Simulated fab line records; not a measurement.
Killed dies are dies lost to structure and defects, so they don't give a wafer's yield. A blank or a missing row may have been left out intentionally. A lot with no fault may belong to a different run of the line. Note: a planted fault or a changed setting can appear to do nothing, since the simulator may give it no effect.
The same fault as seen by 2 desks | flow sky130 | numbers are kept per desk, each desk with only its own; the story behind them comes last

== METROLOGY DESK ==
What the gauges read for every lot (on any tool): the sampled wafers with a number, averaged. The brackets show how far a lot's mean lies from the usual mean; more than 4 standard deviations puts the lot out of limits, marked OUT.
Columns: A = VIA4_W_RS at SKY_VIA4_RS_MEAS_19, usual 0.227 ohm/sq; B = VIA4_W_THK at SKY_VIA4_THK_MEAS_20, usual 495 nm
lot  | first seen here | A     | B
L565 | day 43 00:02    | 0.226 | 496
L568 | day 44 11:31    | 0.225 | 498
L570 | day 44 13:22    | 0.225 | 494
L569 | day 44 18:12    | 0.228 | 487
L571 | day 45 02:13    | 0.228 | 496
L574 | day 45 23:28    | 0.225 | 495
L575 | day 46 09:13    | 0.221 | 510
L579 | day 47 12:18    | 0.228 | 487
L582 | day 48 13:44    | 0.229 | 489
L585 | day 49 00:57    | 0.225 | 497
L586 | day 49 05:29    | 0.232 | 482
L588 | day 49 08:05    | 0.227 | 495
This desk's verdict: no lot among the 12 shows anything out of limits.

== FOR THE TOOL OWNER'S DESK: plasmaAsher-01 ==
The tool's own readings at SKY_DNWELL_STRIP_08 (strips in O2/N2): means of the sampled wafers that have a number, for each lot that ran on this tool. The brackets show how far a lot's mean lies from the usual mean; more than 4 standard deviations puts the lot out of limits, marked OUT.
Columns: A = chamberPressureMTorr at SKY_DNWELL_STRIP_08, usual 1500.1 mTorr; B = drypumpMotorCurrentA at SKY_DNWELL_STRIP_08, usual 5.2 A; C = oesProductAu at SKY_DNWELL_STRIP_08, usual 0.722 a.u.; D = stripTimeToEndpointS at SKY_DNWELL_STRIP_08, usual 36.90 s
lot  | first seen here | A      | B   | C     | D
L565 | day 3 03:25     | 1500.1 | 5.1 | 0.724 | 36.80
L571 | day 4 15:02     | 1501.0 | 5.7 | 0.724 | 36.77
L575 | day 5 17:58     | 1500.3 | 5.1 | 0.722 | 37.09
L579 | day 6 18:08     | 1500.7 | 5.1 | 0.719 | 36.97
This desk's verdict: no lot among the 4 shows anything out of limits.

== TAKEN TOGETHER ==
The metrology desk saw nothing out of limits.
The desk of the tool owner found nothing out of limits.

== WHAT THE SIMULATOR HAD PUT IN ==
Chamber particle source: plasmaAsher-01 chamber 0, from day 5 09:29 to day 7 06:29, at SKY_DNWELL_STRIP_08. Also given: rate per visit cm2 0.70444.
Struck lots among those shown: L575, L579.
